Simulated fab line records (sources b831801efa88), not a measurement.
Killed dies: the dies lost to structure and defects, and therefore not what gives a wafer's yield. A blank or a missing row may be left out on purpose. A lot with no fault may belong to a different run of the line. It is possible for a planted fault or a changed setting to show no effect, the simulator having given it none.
What tool caused it? :: flow sky130 :: 14 lots (42 wafers sampled), 1 step of a 708-step route

WHAT EACH GAUGE READ, for each wafer
SKY_METAL2_THK_MEAS_06: measures by xrf. Usual: METAL2_ALCU_THK 245.3 nm, standard deviation 2.8.
lot: L291
measured: day 33 16:03
on: film metro-01
METAL2_ALCU_THK (nm): 246.0 248.6 247.2
flag: 

lot: L295
measured: day 35 10:47
on: film metro-03
METAL2_ALCU_THK (nm): 245.7 248.0 250.4
flag: 

lot: L294
measured: day 35 12:40
on: film metro-03
METAL2_ALCU_THK (nm): 243.1 242.8 240.1
flag: 

lot: L296
measured: day 35 13:37
on: film metro-01
METAL2_ALCU_THK (nm): 242.8 241.9 243.0
flag: 

lot: L297
measured: day 35 21:33
on: film metro-01
METAL2_ALCU_THK (nm): 244.8 240.2 240.9
flag: 

lot: L298
measured: day 36 17:37
on: film metro-04
METAL2_ALCU_THK (nm): 249.6 247.0 247.2
flag: 

lot: L301
measured: day 37 02:11
on: film metro-01
METAL2_ALCU_THK (nm): 244.4 245.6 244.2
flag: 

lot: L303
measured: day 37 15:25
on: film metro-03
METAL2_ALCU_THK (nm): 243.2 242.7 246.3
flag: 

lot: L305
measured: day 38 13:32
on: film metro-03
METAL2_ALCU_THK (nm): 249.7 250.1 249.7
flag: 

lot: L306
measured: day 38 20:31
on: film metro-04
METAL2_ALCU_THK (nm): 248.9 247.2 251.3
flag: 

lot: L307
measured: day 39 03:17
on: film metro-03
METAL2_ALCU_THK (nm): 244.3 245.5 242.8
flag: 

lot: L308
measured: day 39 11:54
on: film metro-04
METAL2_ALCU_THK (nm): 246.5 244.9 245.6
flag: 

lot: L309
measured: day 39 13:05
on: film metro-01
METAL2_ALCU_THK (nm): 245.4 244.0 245.3
flag: 

lot: L314
measured: day 42 00:11
on: film metro-03
METAL2_ALCU_THK (nm): 241.2 243.8 248.0
flag: 

EACH LOT AND THE TOOL THAT RAN IT (in order: tool; ch and the chambers of the sampled wafers; start)
The record holds no process step before these readings.

WHAT THE TOOLS THEMSELVES READ (means of the sampled wafers that have a number; where no wafer has one, the mark that the record gives instead)
The record holds no such reading with a usual standard deviation.

THE ANSWER, worked out from the rows above alone
Rule: take the mean of a lot's wafers that have a number; if it is more than 3 standard deviations from the usual mean, the lot is off. Also off: a lot with no number at a reading for which 4 or more lots have one. The other lots that the step has rows for count as sound. The gauges are gone through in route order, then the tools' own readings, and for those a lot's mean is taken as printed above. At the first step where some lot is off, the reading lying furthest off is the one used; lots without a number count as furthest.
None of the lots is off at any reading shown; this tells nothing.

WHAT WAS PUT IN BY THE SIMULATOR
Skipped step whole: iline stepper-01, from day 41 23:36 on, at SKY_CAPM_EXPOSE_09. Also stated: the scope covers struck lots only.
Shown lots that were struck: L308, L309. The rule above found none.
